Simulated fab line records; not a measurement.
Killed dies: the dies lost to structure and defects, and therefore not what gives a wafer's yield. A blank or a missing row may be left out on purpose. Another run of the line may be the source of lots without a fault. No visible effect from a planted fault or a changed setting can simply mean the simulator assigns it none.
Struck lot and sound lot, side by side -- flow sfq-line -- 14 out of 325 route steps
Sound: the wafers L451.2, L451.3, L451.4. The struck wafers were L440.1, L440.2, L440.4. The cause comes at the end.
Per side, at each step with rows, come the tool, then ch with its chambers, and then its first start. Under that, the readings that differ: sound wafers -- struck wafers -- difference of the means -- sigmas: that difference in standard deviations of wafers without a fault.
alike: same words and numbers on both sides, and readings whose means sit less than 2 such deviations apart. not compared: any withheld reading, any reading some wafer has no value for, any bound like >300 that may hide the same value, and any number with overlapping values for which the record gives no deviation.
Wherever a step has rows on one side only, a row that says differs or no value, or a row with sigmas, the two part there. Numbers that don't overlap but have no deviation are shown without sigmas and don't part them. A reading that every wafer of one side lacks parts them only if that side has two wafers or more.

first, 3 steps without rows for these wafers: SFQ_TRILAYER_I7_VIA_LITHO_EXPOSE_188 (exposes mask I7, target cd 1000 nm); SFQ_TRILAYER_I7_VIA_LITHO_PEB_190 (peb time 60 s); SFQ_TRILAYER_I7_VIA_LITHO_DEVELOP_189 (time 60 s).
SFQ_I7_OVL_MEAS_947:
  struck on overlay-02, day 86 20:59; sound on overlay-01, day 88 19:47
  alike: I7_OVL
SFQ_TRILAYER_I7_VIA_BARC_OPEN_VIA_ETCH_260: etches BARC in O2, target depth 125 nm, time 41.7 s.
  sound on rie-diel-02 ch 0,1,3, day 88 19:49; struck on rie-diel-04 ch 0,1,3, day 86 21:01
  alike: bias-w, drypump-motor-current-A, oes-product-au
  not compared: rf-hours-counter-h
SFQ_TRILAYER_I7_VIA_ETCH_VIA_ETCH_190: etches SiO2 in CHF3, stops on Nb, target depth 260 nm.
  sound on rie-diel-02 ch 0,1,3, day 88 19:52; struck on rie-diel-04 ch 0,1,3, day 86 21:04
  alike: bias-w, drypump-motor-current-A, oes-product-au
SFQ_TRILAYER_I7_VIA_STRIP_STRIP_191: strips in O2.
  sound on rie-metal-03 ch 0,1, day 88 19:58; struck on rie-metal-02 ch 0,1, day 86 21:10
  alike: drypump-motor-current-A, oes-product-au
  not compared: rf-hours-counter-h
then, 5 steps without rows for these wafers: SFQ_TRILAYER_I7_VIA_STRIP_SOLV_CLEAN_192 (cleans in NMP, time 600 s); SFQ_TRILAYER_M8_LITHO_LOR_COAT_197; SFQ_TRILAYER_M8_LITHO_LOR_BAKE_198; SFQ_TRILAYER_M8_LITHO_COAT_193 (resist thk 600 nm); SFQ_TRILAYER_M8_LITHO_SOFTBAKE_199.
-- the record jumps here: 4 days lie between the struck wafers' starts before and after --
SFQ_TRILAYER_M8_LITHO_EXPOSE_194: exposes mask M8, target cd 2000 nm.
  struck on krf-scanner-01, day 90 16:16; sound on krf-scanner-01 ch 0, day 92 12:52
  no value came back on the struck wafers for exposure-dose-mJ-cm2, focus-offset-nm (nm), reticle-temp-C (C); on the sound wafers exposure-dose-mJ-cm2 reads 14.401 14.375 14.400
  alike: mask
then, 1 step without rows for these wafers: SFQ_TRILAYER_M8_LITHO_PEB_196 (peb time 60 s).

## WHERE THEY PART
Only at SFQ_TRILAYER_M8_LITHO_EXPOSE_194, within this record.

WHY: what the simulator had put in
At SFQ_TRILAYER_M8_LITHO_EXPOSE_194, the step was skipped entirely on krf-scanner-01 from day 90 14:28 on. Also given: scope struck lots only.
